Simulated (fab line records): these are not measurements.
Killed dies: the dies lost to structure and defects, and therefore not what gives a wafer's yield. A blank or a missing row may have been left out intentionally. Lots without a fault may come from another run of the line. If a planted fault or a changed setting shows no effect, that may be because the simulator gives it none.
The tool behind it: which one? + flow gf180mcu + 24 lots with 72 wafers sampled at 5 steps, on a route of 602 steps

WHAT THE GAUGES SHOWED, per wafer
GF_V1_RS_MEAS_24: measures by four-point-probe. Usual: V1_W_RS typically reads 0.329 ohm/sq, with standard deviation 0.0038.
| lot  | measured     | on           | V1_W_RS (ohm/sq)  | flag |
|------|--------------|--------------|-------------------|------|
| L074 | day 18 08:28 | filmMetro-02 | 0.329 0.337 0.333 |      |
| L075 | day 18 20:52 | filmMetro-02 | 0.332 0.334 0.333 |      |
| L076 | day 19 15:14 | filmMetro-04 | 0.330 0.331 0.330 |      |
| L077 | day 20 05:52 | filmMetro-01 | 0.332 0.332 0.332 |      |
| L078 | day 20 06:50 | filmMetro-01 | 0.333 0.330 0.335 |      |
| L079 | day 20 10:05 | filmMetro-02 | 0.325 0.326 0.327 |      |
| L080 | day 21 04:38 | filmMetro-01 | 0.320 0.316 0.319 |      |
| L081 | day 21 11:34 | filmMetro-02 | 0.329 0.327 0.328 |      |
| L082 | day 21 21:17 | filmMetro-04 | 0.331 0.330 0.329 |      |
| L083 | day 22 05:50 | filmMetro-02 | 0.325 0.322 0.323 |      |
| L084 | day 22 12:59 | filmMetro-04 | 0.324 0.327 0.330 |      |
| L085 | day 22 20:16 | filmMetro-01 | 0.327 0.329 0.327 |      |
| L086 | day 23 05:13 | filmMetro-01 | 0.332 0.335 0.335 |      |
| L087 | day 23 09:07 | filmMetro-02 | 0.327 0.334 0.329 |      |
| L088 | day 23 15:16 | filmMetro-02 | 0.329 0.328 0.331 |      |
| L089 | day 24 04:13 | filmMetro-02 | 0.331 0.334 0.332 |      |
| L090 | day 24 09:01 | filmMetro-02 | 0.326 0.326 0.327 |      |
| L091 | day 24 18:22 | filmMetro-04 | 0.332 0.331 0.333 |      |
| L092 | day 25 02:28 | filmMetro-04 | 0.327 0.327 0.326 |      |
| L093 | day 25 05:49 | filmMetro-02 | 0.333 0.326 0.328 |      |
| L094 | day 25 17:28 | filmMetro-04 | 0.328 0.331 0.324 |      |
| L095 | day 26 00:13 | filmMetro-02 | 0.332 0.326 0.327 |      |
| L096 | day 26 11:56 | filmMetro-01 | 0.338 0.333 0.335 |      |
| L097 | day 26 21:59 | filmMetro-01 | 0.327 0.331 0.327 |      |

GF_V2_OVL_MEAS_15. Usual: V2_OVL typically reads -2 nm, with standard deviation 4.8.
| lot  | measured     | on         | V2_OVL (nm) | flag |
|------|--------------|------------|-------------|------|
| L074 | day 20 11:44 | overlay-01 | 3 -1 1      |      |
| L075 | day 21 01:06 | overlay-01 | -1 -5 -5    |      |
| L076 | day 21 18:37 | overlay-01 | 0 3 -7      |      |
| L077 | day 22 07:55 | overlay-01 | -3 -2 2     |      |
| L078 | day 22 08:47 | overlay-01 | -4 -3 -3    |      |
| L079 | day 22 11:44 | overlay-01 | -4 -8 0     |      |
| L080 | day 23 06:19 | overlay-02 | 0 2 -2      |      |
| L081 | day 23 13:22 | overlay-02 | -2 -1 -6    |      |
| L082 | day 23 21:24 | overlay-02 | -3 -10 -6   |      |
| L083 | day 24 05:27 | overlay-01 | -10 0 -14   |      |
| L084 | day 24 13:19 | overlay-02 | -7 -10 -9   |      |
| L085 | day 24 19:34 | overlay-01 | -3 -4 -11   |      |
| L086 | day 25 04:28 | overlay-01 | -2 4 4      |      |
| L087 | day 25 07:51 | overlay-02 | 3 4 3       |      |
| L088 | day 25 14:04 | overlay-01 | -5 -5 1     |      |
| L089 | day 26 02:05 | overlay-01 | 1 4 5       |      |
| L090 | day 26 06:37 | overlay-02 | 3 0 2       |      |
| L091 | day 26 15:25 | overlay-01 | 4 -2 -4     |      |
| L092 | day 27 00:00 | overlay-01 | -9 -6 0     |      |
| L093 | day 27 03:34 | overlay-01 | 4 -1 -1     |      |
| L094 | day 27 14:43 | overlay-01 | -4 -5 -7    |      |
| L095 | day 27 20:23 | overlay-02 | 1 -12 -8    |      |
| L096 | day 28 08:55 | overlay-01 | 9 9 3       |      |
| L097 | day 28 17:25 | overlay-02 | -5 0 1      |      |

TOOL THAT RAN EACH LOT (tool first, then ch and the chambers of the sampled wafers, then the start)
| lot  | GF_CONTACT_SPUTTER_22       | GF_V1_CVD_02                    | GF_M2_SPUTTER_02            |
|------|-----------------------------|---------------------------------|-----------------------------|
| L074 | pvdSputter-04, day 16 05:29 | pecvd-03 ch 0,1,2, day 17 06:55 | pvdSputter-03, day 18 09:02 |
| L075 | pvdSputter-02, day 16 17:56 | pecvd-02 ch 1,2, day 17 18:59   | pvdSputter-01, day 18 21:29 |
| L076 | pvdSputter-02, day 17 11:06 | pecvd-03 ch 0,2, day 18 12:53   | pvdSputter-02, day 19 15:50 |
| L077 | pvdSputter-04, day 18 01:21 | pecvd-02 ch 1,2, day 19 03:33   | pvdSputter-03, day 20 06:28 |
| L078 | pvdSputter-02, day 18 02:28 | pecvd-03 ch 0,2, day 19 04:39   | pvdSputter-03, day 20 07:25 |
| L079 | pvdSputter-03, day 18 05:33 | pecvd-03 ch 0,1,2, day 19 07:52 | pvdSputter-03, day 20 10:38 |
| L080 | pvdSputter-04, day 18 23:56 | pecvd-03 ch 0,1, day 20 02:38   | pvdSputter-02, day 21 05:14 |
| L081 | pvdSputter-03, day 19 08:20 | pecvd-01 ch 0,2, day 20 10:22   | pvdSputter-02, day 21 12:11 |
| L082 | pvdSputter-03, day 19 17:12 | pecvd-01 ch 0,2, day 20 19:28   | pvdSputter-02, day 21 21:53 |
| L083 | pvdSputter-03, day 20 01:02 | pecvd-01 ch 0,1,2, day 21 04:00 | pvdSputter-02, day 22 06:28 |
| L084 | pvdSputter-04, day 20 09:01 | pecvd-01 ch 0,1,2, day 21 11:16 | pvdSputter-01, day 22 13:36 |
| L085 | pvdSputter-03, day 20 17:13 | pecvd-02 ch 0,1, day 21 19:08   | pvdSputter-01, day 22 20:53 |
| L086 | pvdSputter-03, day 21 02:31 | pecvd-02 ch 0,1,2, day 22 04:38 | pvdSputter-03, day 23 05:50 |
| L087 | pvdSputter-04, day 21 07:09 | pecvd-02 ch 0,2, day 22 08:39   | pvdSputter-01, day 23 09:44 |
| L088 | pvdSputter-03, day 21 12:24 | pecvd-01 ch 0,1,2, day 22 13:55 | pvdSputter-03, day 23 15:50 |
| L089 | pvdSputter-03, day 22 02:13 | pecvd-03 ch 1,2, day 23 03:37   | pvdSputter-01, day 24 04:48 |
| L090 | pvdSputter-04, day 22 07:22 | pecvd-01 ch 0,1,2, day 23 08:47 | pvdSputter-02, day 24 09:37 |
| L091 | pvdSputter-04, day 22 17:44 | pecvd-03 ch 0,1, day 23 17:59   | pvdSputter-02, day 24 18:59 |
| L092 | pvdSputter-02, day 23 02:50 | pecvd-01 ch 0,1,2, day 24 02:56 | pvdSputter-02, day 25 03:04 |
| L093 | pvdSputter-02, day 23 05:55 | pecvd-01 ch 0,1,2, day 24 06:05 | pvdSputter-02, day 25 06:25 |
| L094 | pvdSputter-03, day 23 18:04 | pecvd-03 ch 0,1, day 24 18:35   | pvdSputter-01, day 25 18:04 |
| L095 | pvdSputter-04, day 24 01:01 | pecvd-02 ch 1,2, day 25 01:38   | pvdSputter-03, day 26 00:47 |
| L096 | pvdSputter-03, day 24 13:02 | pecvd-03 ch 0,2, day 25 12:41   | pvdSputter-02, day 26 12:33 |
| L097 | pvdSputter-03, day 24 23:15 | pecvd-02 ch 0,1,2, day 25 23:28 | pvdSputter-02, day 26 22:35 |
- GF_CONTACT_SPUTTER_22: material Ti, target thk 15 nm, time 80.02 s.
- GF_V1_CVD_02: deposits SiO2 from TEOS, target thk 850 nm, time 94.851 s.
- GF_M2_SPUTTER_02: material AlCu, target thk 450 nm, time 23.9 s.

WHAT THE TOOLS THEMSELVES READ (means of the sampled wafers that have a number; where no wafer has one, the mark that the record gives instead)
GF_CONTACT_SPUTTER_22. Usual: throttleValvePct reads 29.9 % (standard deviation 1.1).
| lot  | tool          | throttleValvePct (%) | flag |
|------|---------------|----------------------|------|
| L074 | pvdSputter-04 | 29.6                 |      |
| L075 | pvdSputter-02 | 30.2                 |      |
| L076 | pvdSputter-02 | 30.1                 |      |
| L077 | pvdSputter-04 | 28.7                 |      |
| L078 | pvdSputter-02 | 30.9                 |      |
| L079 | pvdSputter-03 | 30.1                 |      |
| L080 | pvdSputter-04 | 29.3                 |      |
| L081 | pvdSputter-03 | 31.0                 |      |
| L082 | pvdSputter-03 | 29.9                 |      |
| L083 | pvdSputter-03 | 30.7                 |      |
| L084 | pvdSputter-04 | 28.8                 |      |
| L085 | pvdSputter-03 | 30.8                 |      |
| L086 | pvdSputter-03 | 30.0                 |      |
| L087 | pvdSputter-04 | 28.4                 |      |
| L088 | pvdSputter-03 | 30.8                 |      |
| L089 | pvdSputter-03 | 30.7                 |      |
| L090 | pvdSputter-04 | 28.8                 |      |
| L091 | pvdSputter-04 | 28.8                 |      |
| L092 | pvdSputter-02 | 30.7                 |      |
| L093 | pvdSputter-02 | 30.8                 |      |
| L094 | pvdSputter-03 | 30.1                 |      |
| L095 | pvdSputter-04 | 29.4                 |      |
| L096 | pvdSputter-03 | 29.5                 |      |
| L097 | pvdSputter-03 | 30.1                 |      |

GF_V1_CVD_02. Usual: heaterPowerW 635 W, standard deviation 120; susceptorTempC 400.02 C, standard deviation 0.23.
| lot  | tool     | heaterPowerW (W) | susceptorTempC (C) | flag |
|------|----------|------------------|--------------------|------|
| L074 | pecvd-03 | 591              | 400.21             |      |
| L075 | pecvd-02 | 635              | 400.17             |      |
| L076 | pecvd-03 | 614              | 399.82             |      |
| L077 | pecvd-02 | 703              | 399.92             |      |
| L078 | pecvd-03 | 629              | 399.71             |      |
| L079 | pecvd-03 | 564              | 400.20             |      |
| L080 | pecvd-03 | 597              | 400.33             |      |
| L081 | pecvd-01 | 735              | 399.97             |      |
| L082 | pecvd-01 | 731              | 400.35             |      |
| L083 | pecvd-01 | 627              | 399.81             |      |
| L084 | pecvd-01 | 657              | 400.15             |      |
| L085 | pecvd-02 | 614              | 399.83             |      |
| L086 | pecvd-02 | 637              | 399.93             |      |
| L087 | pecvd-02 | 724              | 400.19             |      |
| L088 | pecvd-01 | 719              | 399.76             |      |
| L089 | pecvd-03 | 506              | 399.97             |      |
| L090 | pecvd-01 | 698              | 399.98             |      |
| L091 | pecvd-03 | 611              | 400.10             |      |
| L092 | pecvd-01 | 649              | 400.03             |      |
| L093 | pecvd-01 | 667              | 399.97             |      |
| L094 | pecvd-03 | 565              | 400.10             |      |
| L095 | pecvd-02 | 665              | 400.15             |      |
| L096 | pecvd-03 | 655              | 400.09             |      |
| L097 | pecvd-02 | 592              | 400.17             |      |

GF_M2_SPUTTER_02. Usual: throttleValvePct reads 30.4 % (standard deviation 0.96).
| lot  | tool          | throttleValvePct (%) | flag |
|------|---------------|----------------------|------|
| L074 | pvdSputter-03 | 30.9                 |      |
| L075 | pvdSputter-01 | 30.4                 |      |
| L076 | pvdSputter-02 | 29.9                 |      |
| L077 | pvdSputter-03 | 30.2                 |      |
| L078 | pvdSputter-03 | 30.6                 |      |
| L079 | pvdSputter-03 | 30.8                 |      |
| L080 | pvdSputter-02 | 29.1                 |      |
| L081 | pvdSputter-02 | 30.2                 |      |
| L082 | pvdSputter-02 | 30.6                 |      |
| L083 | pvdSputter-02 | 31.4                 |      |
| L084 | pvdSputter-01 | 30.3                 |      |
| L085 | pvdSputter-01 | 30.2                 |      |
| L086 | pvdSputter-03 | 30.7                 |      |
| L087 | pvdSputter-01 | 30.0                 |      |
| L088 | pvdSputter-03 | 30.1                 |      |
| L089 | pvdSputter-01 | 30.7                 |      |
| L090 | pvdSputter-02 | 29.9                 |      |
| L091 | pvdSputter-02 | 30.1                 |      |
| L092 | pvdSputter-02 | 30.6                 |      |
| L093 | pvdSputter-02 | 30.4                 |      |
| L094 | pvdSputter-01 | 30.6                 |      |
| L095 | pvdSputter-03 | 30.0                 |      |
| L096 | pvdSputter-02 | 30.6                 |      |
| L097 | pvdSputter-02 | 30.7                 |      |

THE ANSWER, worked out from the rows above alone
Rule: lot off if the mean of its wafers having a number is beyond 3 standard deviations from the usual mean. A lot without any number at a reading at which 4 lots or more have one is off too. The other lots that the step has rows for count as sound. The gauges are gone through in route order, then the tools' own readings, and for those a lot's mean is taken as printed above. The first step at which some lot is off is used, and at that step the reading that is off furthest; a lot without a number counts as furthest.
Across all readings shown, no lot is off: no conclusion can be drawn from this.

WHAT WAS PUT IN BY THE SIMULATOR
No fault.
